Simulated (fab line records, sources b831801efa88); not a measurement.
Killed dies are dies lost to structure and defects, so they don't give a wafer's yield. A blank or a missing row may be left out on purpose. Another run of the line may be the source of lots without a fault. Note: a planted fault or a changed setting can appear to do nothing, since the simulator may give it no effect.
Matching of chambers | flow sky130 | SKY_CONTACT_CMP_27 on cmp-02 has 4 sister chambers
The step polishes, stops on SiO2, t overpolish 15 s, target thk 0 nm. 4 wafers are shown with their chamber, then 7 later ones without.

## WAFERS, EACH WITH ITS CHAMBER
wafer  | chamber | motor-current-A (A)
L309.2 | 3       | 11.9
L309.5 | 1       | 11.5
L312.1 | 2       | 11.4
L312.4 | 0       | 8.9

## WAFERS MISSING THEIR CHAMBER
wafer  | motor-current-A (A)
L312.5 | 12.0
L315.2 | 12.9
L315.3 | 11.2
L315.4 | 11.5
L316.2 | 9.4
L316.5 | 10.5
L316.6 | 11.8

## WHICH CHAMBER EACH ONE RAN IN
wafer  | from the rows above               | in truth
L312.5 | can't be placed: 3 or 1 or 2      | 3
L315.2 | can't be placed: 3 or 1 or 2      | 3
L315.3 | can't be placed: 2 or 1 or 3      | 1
L315.4 | can't be placed: 1 or 2 or 3      | 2
L316.2 | 0                                 | 0
L316.5 | can't be placed: 2 or 1 or 3 or 0 | 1
L316.6 | can't be placed: 3 or 1 or 2      | 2
Placed correctly: 1 of 7. From these rows, 6 cannot be placed; in 6 the true chamber is one of the candidates. Placed wrongly: 0.
How it was worked out, from the rows above alone: a wafer's distance from a chamber is the root of the sum, over the readings, of the square of ((its reading less the chamber's mean) divided by the reading's scatter). If the next closest chamber is less than 2 further off than the closest, the wafer can't be placed; otherwise it belongs to the closest. For every chamber, the mean is computed from those of its wafers that are shown. The scatter: root of mean squared gap, hidden wafer to nearest shown wafer, with one shown wafer a chamber.
